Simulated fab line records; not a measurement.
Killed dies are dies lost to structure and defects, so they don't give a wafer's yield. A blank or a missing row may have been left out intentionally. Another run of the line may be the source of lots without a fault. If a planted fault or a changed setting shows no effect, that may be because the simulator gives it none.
Comparing a struck lot with a sound one | flow gf180mcu | 15 steps out of a route of 602
Sound: the wafers L671.1, L671.2, L671.5. Wafers struck: L667.1, L667.4, L667.6. At the end, the cause is stated.
At each step with rows: each side's tool, then ch and its chambers, then its first start. Under that, the readings that differ: sound wafers | struck wafers | difference of the means | sigmas: that difference in standard deviations of wafers without a fault.
alike: a reading whose means differ by less than 2 such deviations, as well as words and numbers matching on both sides. not compared: withheld readings; readings where some wafer has no value; bounds like >300 that might hide an equal value; numbers whose values overlap and for which the record gives no deviation.
The two part at a step that has a row with sigmas, a row that says differs or no value, or rows on one side only. Numbers that don't overlap but have no deviation are shown without sigmas and don't part them. A reading missing from all wafers of one side parts the sides only when that side holds two or more wafers.

GF_VT_IMPLANT_RS_MEAS_49: measures by four-point-probe.
  sound on film metro-01, day 11 21:11; struck on film metro-04, day 10 15:31
  alike: MVPSD_RS
then, 4 steps without rows for these wafers: GF_VT_IMPLANT_WET_ETCH_50 (etches SiO2 in dHF, target depth 20 nm, time 400 s); GF_DUAL_GATE_CLEAN_00 (cleans in SC1/SC2, time 150 s); GF_DUAL_GATE_CLEAN_01 (cleans in dHF, time 20 s); GF_DUAL_GATE_OXIDATION_02 (stabilise 600 s, purge 300 s, target thk 10.887 nm).
GF_DUAL_GATE_THK_MEAS_03:
  sound on film metro-03, day 11 23:49; struck on film metro-02, day 10 17:17
  alike: DUAL_GATE_OXIDATION_00_THK
then, 6 steps without rows for these wafers: GF_DUAL_GATE_DEHYDRATE_04 (time 60 s); GF_DUAL_GATE_HMDS_05 (prime time 60 s); GF_DUAL_GATE_COAT_06 (resist thk 1000 nm); GF_DUAL_GATE_SOFTBAKE_07 (time 60 s); GF_DUAL_GATE_EXPOSE_08 (exposes mask Dualgate, target cd 700 nm); GF_DUAL_GATE_PEB_09.
GF_DUAL_GATE_DEVELOP_10: develop time 60 s.
  sound on litho track-01 ch 0, day 12 19:02; struck on litho track-04 ch 0, day 11 11:40
  reading              | sound             | struck            | difference | sigmas
  developer temp C (C) | 23.01 23.03 22.99 | 23.98 23.83 23.89 | +0.89      | +9
  exhaust pa (Pa)      | 43.6 42.9 43.6    | 46.1 45.9 45.4    | +2.4       | +2
GF_DUAL_GATE_OVL_MEAS_11:
  sound on overlay-01, day 12 19:11; struck on overlay-01, day 11 11:49
  alike: DUAL_GATE_OVL
GF_PASSIVATION_PROBE_99:
  rows exist in the record for the sound wafers here (prober-01, day 33 08:59), none for the struck ones

== WHERE THEY PART ==
Earliest at GF_DUAL_GATE_DEVELOP_10; latest, in this record, at GF_PASSIVATION_PROBE_99.

WHY: what the simulator had put in
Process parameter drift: litho track-04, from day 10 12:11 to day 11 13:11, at GF_DUAL_GATE_DEVELOP_10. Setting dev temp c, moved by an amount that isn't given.
